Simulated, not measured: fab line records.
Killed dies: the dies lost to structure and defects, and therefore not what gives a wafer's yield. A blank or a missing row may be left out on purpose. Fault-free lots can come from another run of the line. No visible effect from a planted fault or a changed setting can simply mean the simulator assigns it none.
Chamber matching / flow sky130 / SKY_VIA2_CMP_24 on cmp-02 has 3 sister chambers
The step polishes, stops on SiO2, t overpolish 20 s, target thk 0 nm. 3 wafers are shown with their chamber, then 7 later ones without.

## WAFERS WITH THEIR CHAMBER
wafer=L834.6; chamber=0; motor-current-A (A)=12.5
wafer=L837.6; chamber=3; motor-current-A (A)=11.6
wafer=L839.2; chamber=2; motor-current-A (A)=11.3

## WAFERS WITHOUT THEIR CHAMBER
wafer=L839.3; motor-current-A (A)=11.8
wafer=L839.4; motor-current-A (A)=12.0
wafer=L840.1; motor-current-A (A)=11.8
wafer=L840.2; motor-current-A (A)=11.5
wafer=L840.5; motor-current-A (A)=11.0
wafer=L842.3; motor-current-A (A)=12.3
wafer=L842.4; motor-current-A (A)=10.8

## WHICH CHAMBER EACH WENT THROUGH
wafer=L839.3; from the rows above=can't be placed: 3 or 2 or 0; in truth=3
wafer=L839.4; from the rows above=can't be placed: 3 or 0 or 2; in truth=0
wafer=L840.1; from the rows above=can't be placed: 3 or 2 or 0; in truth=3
wafer=L840.2; from the rows above=can't be placed: 3 or 2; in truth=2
wafer=L840.5; from the rows above=can't be placed: 2 or 3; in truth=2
wafer=L842.3; from the rows above=can't be placed: 0 or 3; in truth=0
wafer=L842.4; from the rows above=can't be placed: 2 or 3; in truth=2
Placed correctly: 0 of 7. These rows do not allow placing 7 (true chamber among the candidates in 7). Number placed wrongly: 0.
How it was worked out, from the rows above alone: a wafer's distance from a chamber is the root of the sum, over the readings, of the square of ((its reading less the chamber's mean) divided by the reading's scatter). The wafer belongs to the nearest chamber; if the next one is less than 2 further off, it can't be placed. The mean given for a chamber averages the wafers shown for that chamber. The scatter: with one shown wafer a chamber, the root of the mean of the squares of how far each hidden wafer lies from its nearest shown one.
